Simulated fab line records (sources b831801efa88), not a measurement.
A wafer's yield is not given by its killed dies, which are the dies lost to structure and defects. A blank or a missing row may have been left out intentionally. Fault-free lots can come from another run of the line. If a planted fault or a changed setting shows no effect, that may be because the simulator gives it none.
Problem report in the 8D (eight disciplines) form, filled by code / flow gf180mcu / the parts of the form that need people (team, actions taken, sign-off) are left out

## 1. WHAT IS WRONG
POLY_GATE_CVD_00_THK at GF_POLY_GATE_THK_MEAS_01 reads a mean of 180.1 nm on 6 wafers of 2 lots; wafers without a fault read 200.4 nm with a standard deviation of 1.6. Measured from the usual mean, that is -13 standard deviations.
The first sign was on wafer L721.1 at day 12 20:16, on filmMetro-02. The record has a number at this step for 36 wafers belonging to 12 lots. The rule behind "out" and "out of limits": a value lying over 4 standard deviations away from the usual mean. The other wafers with a number count as sound.

## 2. WHAT IT IS, WHAT IT ISN'T
question=which readings at this step | is=POLY_GATE_CVD_00_THK | is not=-
question=which lots | is=L721, L722 | is not=L707, L708, L711, L714, L719, L723, L724, L726, L728, L729
question=which wafers of those lots | is=all that have a number | is not=-
question=read on which gauges | is=filmMetro-02, filmMetro-04 | is not=filmMetro-01
question=when | is=from day 12 20:16 | is not=up to then (15 sound wafers); but 15 sound wafers of L723, L724, L726, L728, L729 came after

## 3. THE SUSPECTS, EACH WITH WHAT RULES IT OUT
Counting: a tool stays on the suspect list if, at a process step up to the reading, it processed all lots that are out and no sound lot following the first of them.
- the gauge at GF_POLY_GATE_THK_MEAS_01: ruled out. Those wafers that are out were read across 2 gauges (filmMetro-02, filmMetro-04).
- plasmaAsher-02 at GF_VT_IMPLANT_STRIP_20 (strips in O2/N2): ruled out as a lasting fault. The sound lots L723, L728 went through it after L721, its earliest lot that is out (day 10 04:16).
- lpcvd-01 at GF_POLY_GATE_CVD_00 (deposits poly-Si, target thk 200 nm, time 1200 s): kept. It processed each lot that is out, first L721 at day 12 18:56, and no sound lot thereafter; up to then, the last sound lot it processed was L708 at day 8 23:48.
After counting, what remains is lpcvd-01 at GF_POLY_GATE_CVD_00.

## 4. THE CAUSE (what the simulator had put in)
Site profile drift: lpcvd-01, from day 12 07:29 on, at GF_POLY_GATE_CVD_00. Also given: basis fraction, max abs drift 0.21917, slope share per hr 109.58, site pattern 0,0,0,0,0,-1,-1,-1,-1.
Only this tool survived the counting.

## 5. THE CHAIN OF EFFECTS, in route order
Each row: a reading whose mean over the struck wafers that have a number lies more than 3 standard deviations from the usual. Scope: only readings with a usual standard deviation given in the record; hours: median across lots of the time from each lot's start at the first step in this table that gives one to its start at this step; sigmas: change in usual standard deviations.
hours=0; step=GF_POLY_GATE_THK_MEAS_01; reading=POLY_GATE_CVD_00_THK; usual=200.4 nm; on struck wafers=180.1; change=-20.3; sigmas=-13
hours=21; step=GF_POLY_GATE_ETCH_13; reading=oesProductAu; usual=0.992 a.u.; on struck wafers=0.928; change=-0.064; sigmas=-7.5
Process steps it contains:
- GF_POLY_GATE_ETCH_13: etches poly-Si in HBr/Cl2, stops on SiO2, target depth 198.5 nm, time 69.6 s.
At these later measuring or inspecting steps, every struck wafer for which the step has a row has a number for every such reading, and none has moved that far: GF_HV_LDD_OVL_MEAS_08, GF_HV_LDD_CD_MEAS_19.

## 6. HOW IT WOULD HAVE BEEN CAUGHT EARLIER
13 hours passed between the start of the fault at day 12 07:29 and the first reading out of limits at a measuring or inspecting step in this record, taken at day 12 20:16.
An alarm limit of 4 standard deviations would not have fired on the tool readings at GF_POLY_GATE_CVD_00 for which the record gives a usual standard deviation, since none of them was out on any struck wafer.
L722, from the lots that are out (2), started GF_POLY_GATE_CVD_00 on lpcvd-01 later than day 12 20:16. A tool hold placed at that time would have kept it from harm.
